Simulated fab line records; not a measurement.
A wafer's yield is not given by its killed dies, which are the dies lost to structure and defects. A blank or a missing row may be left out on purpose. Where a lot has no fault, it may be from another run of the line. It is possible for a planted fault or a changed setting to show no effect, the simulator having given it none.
Matching of chambers | flow gf180mcu | rie_si-01 running GF_STI_ETCH_14: 4 sister chambers
The step etches Si in HBr/Cl2/O2, target depth 360 nm, time 102.9 s. 8 wafers are shown with their chamber, then 7 later ones without.

EACH WAFER AND ITS CHAMBER
wafer  | chamber | drypump_motor_current_A (A) | run_length_s (s)
L801.5 | 1       | 6.1                         | 130.8
L801.6 | 2       | 5.6                         | 130.7
L802.4 | 0       | 6.5                         | 132.4
L802.5 | 2       | 5.6                         | 130.7
L802.6 | 3       | 5.8                         | 131.3
L803.1 | 1       | 6.1                         | 131.0
L803.2 | 0       | 6.5                         | 131.9
L803.3 | 3       | 5.7                         | 131.2

WAFERS WITH NO CHAMBER GIVEN
wafer  | drypump_motor_current_A (A) | run_length_s (s)
L806.1 | 5.6                         | 130.5
L806.4 | 6.5                         | 132.2
L806.5 | 5.8                         | 132.0
L809.5 | 5.8                         | 131.5
L809.6 | 6.5                         | 132.1
L812.2 | 6.1                         | 131.1
L812.3 | 5.8                         | 131.7

CHAMBER TAKEN BY EACH
wafer  | from the rows above | in truth
L806.1 | 2                   | 2
L806.4 | 0                   | 0
L806.5 | 3                   | 3
L809.5 | 3                   | 3
L809.6 | 0                   | 0
L812.2 | 1                   | 1
L812.3 | 3                   | 3
Placed correctly: 7 of 7. Left unplaced by these rows: 0. Number placed wrongly: 0.
How it was worked out, from the rows above alone: a wafer's distance from a chamber is the root of the sum, over the readings, of the square of ((its reading less the chamber's mean) divided by the reading's scatter). The wafer belongs to the nearest chamber; if the next one is less than 2 further off, it can't be placed. For every chamber, the mean is computed from those of its wafers that are shown. The scatter: take each reading less its chamber's mean, square it, sum over the shown wafers, divide by the number of wafers less the number of chambers, and take the root.
